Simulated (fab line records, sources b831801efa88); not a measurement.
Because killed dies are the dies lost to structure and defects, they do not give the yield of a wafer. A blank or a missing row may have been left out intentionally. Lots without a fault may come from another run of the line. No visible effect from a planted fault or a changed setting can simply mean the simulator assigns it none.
Chamber matching    flow sky130    SKY_POLY_CUT_ETCH_10 on rie_diel-01 has 4 sister chambers
The step etches BARC in N2/H2, stops on SiO2, time 45.9 s, target depth 60 nm. 4 wafers are shown with their chamber, then 7 later ones without.

## WAFERS WITH THEIR CHAMBER
wafer   chamber  drypump_motor_current_A (A)
L542.3  2        5.67
L547.5  3        6.01
L555.2  1        5.43
L555.3  0        6.12

## WAFERS WHOSE CHAMBER IS MISSING
wafer   drypump_motor_current_A (A)
L555.5  6.12
L559.2  5.43
L559.4  6.16
L559.5  6.12
L560.1  5.99
L560.3  5.70
L560.4  5.45

## CHAMBER TAKEN BY EACH
wafer   from the rows above  in truth
L555.5  0                    0
L559.2  1                    1
L559.4  0                    0
L559.5  0                    0
L560.1  3                    3
L560.3  2                    2
L560.4  1                    1
Correctly placed: 7 of 7. Not placeable from these rows: 0. Placed wrongly: 0.
How it was worked out, from the rows above alone: a wafer's distance from a chamber is the root of the sum, over the readings, of the square of ((its reading less the chamber's mean) divided by the reading's scatter). The wafer belongs to the nearest chamber; if the next one is less than 2 further off, it can't be placed. A chamber's mean is the mean of its shown wafers. The scatter (one wafer shown for each chamber): square how far every hidden wafer sits from the nearest shown wafer, average those squares and take the square root.
